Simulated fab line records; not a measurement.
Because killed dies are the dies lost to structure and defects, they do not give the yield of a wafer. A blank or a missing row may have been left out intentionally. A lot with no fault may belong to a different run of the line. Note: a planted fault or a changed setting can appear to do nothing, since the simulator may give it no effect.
The tool behind it: which one? -- flow sfq_line -- 42 wafers from 14 lots sampled at 4 of the route's 325 steps

WHAT THE GAUGES SHOWED, per wafer
SFQ_M1_RS_MEAS_909: measurement is done with a four-point probe. Usual: M1_NB_RS 0.889 ohm/sq, standard deviation 0.0086.
lot,measured,on,M1_NB_RS (ohm/sq),flag
L696,day 11 00:54,film_metro-01,0.896 0.901 0.894,
L698,day 11 08:17,film_metro-01,0.897 0.904 0.899,
L701,day 12 07:07,film_metro-03,0.878 0.878 0.865,
L702,day 12 10:41,film_metro-03,0.896 0.893 0.901,
L709,day 15 16:16,film_metro-03,0.887 0.883 0.882,
L710,day 15 22:21,film_metro-02,0.901 0.896 0.902,
L711,day 16 05:21,film_metro-03,0.890 0.888 0.886,
L713,day 18 04:29,film_metro-01,0.882 0.884 0.886,
L714,day 18 11:39,film_metro-01,0.894 0.893 0.898,
L715,day 18 16:37,film_metro-03,0.904 0.902 0.890,
L716,day 18 23:40,film_metro-02,0.887 0.888 0.883,
L717,day 19 12:51,film_metro-03,0.890 0.886 0.891,
L718,day 19 15:16,film_metro-03,0.890 0.890 0.888,
L719,day 19 23:40,film_metro-03,0.887 0.890 0.896,

SFQ_I1_BOW_MEAS_912. Usual: I1_BOW 2 um, standard deviation 7.9.
lot,measured,on,I1_BOW (um),flag
L696,day 15 21:51,film_metro-04,1 -2 -3,
L698,day 16 12:50,film_metro-04,6 -4 5,
L701,day 17 03:55,film_metro-04,-20 0 -7,
L702,day 17 06:55,film_metro-03,8 0 3,
L709,day 22 09:20,film_metro-01,8 14 -5,
L710,day 22 17:47,film_metro-03,8 5 -3,
L711,day 22 23:47,film_metro-04,-1 -3 -1,
L713,day 24 20:14,film_metro-03,21 15 23,
L714,day 25 03:14,film_metro-03,-10 -4 -13,
L715,day 25 19:10,film_metro-03,0 -1 4,
L716,day 25 22:10,film_metro-04,0 2 12,
L717,day 26 09:14,film_metro-01,-6 4 -6,
L718,day 26 10:59,film_metro-03,5 -1 4,
L719,day 26 16:28,film_metro-01,10 0 -8,

WHAT TOOL EACH LOT RAN ON (gives the tool, then ch and the chambers of the sampled wafers, and finally the start)
lot,SFQ_TRILAYER_M1_ETCH_METAL_ETCH_042,SFQ_TRILAYER_I1_CMP_CMP_046
L696,"rie_metal-04 ch 0,1, day 15 08:02","cmp-01 ch 1,2,3, day 15 19:51"
L698,"rie_metal-01 ch 0,1, day 15 20:08","cmp-02 ch 0,1, day 16 09:49"
L701,"rie_metal-04 ch 0,1, day 16 17:38","cmp-01 ch 0,1,3, day 17 02:21"
L702,"rie_metal-04 ch 0,1, day 16 22:26","cmp-01 ch 1,3, day 17 04:21"
L709,"rie_metal-04 ch 0,1, day 22 01:06","cmp-02 ch 1,2,3, day 22 06:47"
L710,"rie_metal-01 ch 0,1, day 22 09:28","cmp-01 ch 0,2,3, day 22 14:46"
L711,"rie_metal-04 ch 0,1, day 22 17:52","cmp-01 ch 0,2,3, day 22 22:16"
L713,"rie_metal-04 ch 0, day 24 15:01","cmp-01 ch 0,2,3, day 24 18:35"
L714,"rie_metal-04 ch 0,1, day 24 23:16","cmp-01 ch 1,2,3, day 25 00:14"
L715,"rie_metal-04 ch 0,1, day 25 08:52","cmp-02 ch 2,3, day 25 16:40"
L716,"rie_metal-01 ch 0,1, day 25 16:04","cmp-02 ch 0,2,3, day 25 19:10"
L717,"rie_metal-02 ch 0,1, day 26 05:16","cmp-01 ch 2,3, day 26 06:14"
L718,"rie_metal-01 ch 0,1, day 26 06:28","cmp-02 ch 0,1,2, day 26 07:58"
L719,"rie_metal-01 ch 0,1, day 26 12:28","cmp-02 ch 0,2,3, day 26 13:26"
- SFQ_TRILAYER_M1_ETCH_METAL_ETCH_042: etches Nb in Cl2/Ar, stops on SiO2, target depth 240 nm, time 120 s.
- SFQ_TRILAYER_I1_CMP_CMP_046: polishes SiO2.

WHAT THE TOOLS THEMSELVES READ (means of the sampled wafers that have a number; where no wafer has one, the mark that the record gives instead)
SFQ_TRILAYER_M1_ETCH_METAL_ETCH_042. Usual: chamber_pressure_mTorr 10.000 mTorr, standard deviation 0.0093; drypump_motor_current_A 5.6 A, standard deviation 0.45; oes_product_au 0.895 a.u., standard deviation 0.0062.
lot,tool,chamber_pressure_mTorr (mTorr),drypump_motor_current_A (A),oes_product_au (a.u.),flag
L696,rie_metal-04,10.005,5.2,0.891,
L698,rie_metal-01,9.999,5.7,0.888,
L701,rie_metal-04,9.996,5.2,0.901,
L702,rie_metal-04,10.001,5.1,0.891,
L709,rie_metal-04,10.006,5.1,0.897,
L710,rie_metal-01,10.002,5.9,0.887,
L711,rie_metal-04,10.005,5.2,0.893,
L713,rie_metal-04,10.003,5.3,0.898,
L714,rie_metal-04,10.008,5.2,0.897,
L715,rie_metal-04,9.999,5.2,0.888,
L716,rie_metal-01,9.990,5.9,0.896,
L717,rie_metal-02,9.992,6.2,0.892,
L718,rie_metal-01,9.996,5.7,0.895,
L719,rie_metal-01,9.993,5.7,0.898,

SFQ_TRILAYER_I1_CMP_CMP_046. Usual: edge_zone_pressure_frac 1.001, standard deviation 0.005; motor_current_A 10.7 A, standard deviation 1; platen_rpm 60.00 rpm, standard deviation 0.04; time_to_endpoint_s 215 s, standard deviation 6.1.
lot,tool,edge_zone_pressure_frac,motor_current_A (A),platen_rpm (rpm),time_to_endpoint_s (s),flag
L696,cmp-01,1.003,10.8,60.00,217,
L698,cmp-02,0.998,10.9,60.02,215,
L701,cmp-01,1.001,11.9,60.01,224,
L702,cmp-01,1.004,11.7,60.01,230,
L709,cmp-02,1.003,10.0,59.97,223,
L710,cmp-01,1.002,10.7,59.99,221,
L711,cmp-01,0.995,11.1,60.03,217,
L713,cmp-01,1.001,11.0,59.98,218,
L714,cmp-01,0.999,10.9,59.99,213,
L715,cmp-02,1.000,9.5,60.00,210,
L716,cmp-02,0.997,9.7,60.00,213,
L717,cmp-01,1.004,10.7,59.98,213,
L718,cmp-02,1.000,9.9,60.02,217,
L719,cmp-02,1.002,9.6,60.03,216,

THE ANSWER, worked out from the rows above alone
Rule: a lot is off if the mean of its wafers that have a number lies more than 3 standard deviations from the usual mean. Also off: a lot with no number at a reading for which 4 or more lots have one. Any other lot the step has rows for is counted as sound. Order of review: gauges by route order, followed by the tools' own readings, for which a lot's mean as printed above is used. The first step at which some lot is off is used, and at that step the reading that is off furthest; a lot without a number counts as furthest.
Nothing can be told from this: no lot is off at any reading shown.

WHAT HAD BEEN PUT IN BY THE SIMULATOR
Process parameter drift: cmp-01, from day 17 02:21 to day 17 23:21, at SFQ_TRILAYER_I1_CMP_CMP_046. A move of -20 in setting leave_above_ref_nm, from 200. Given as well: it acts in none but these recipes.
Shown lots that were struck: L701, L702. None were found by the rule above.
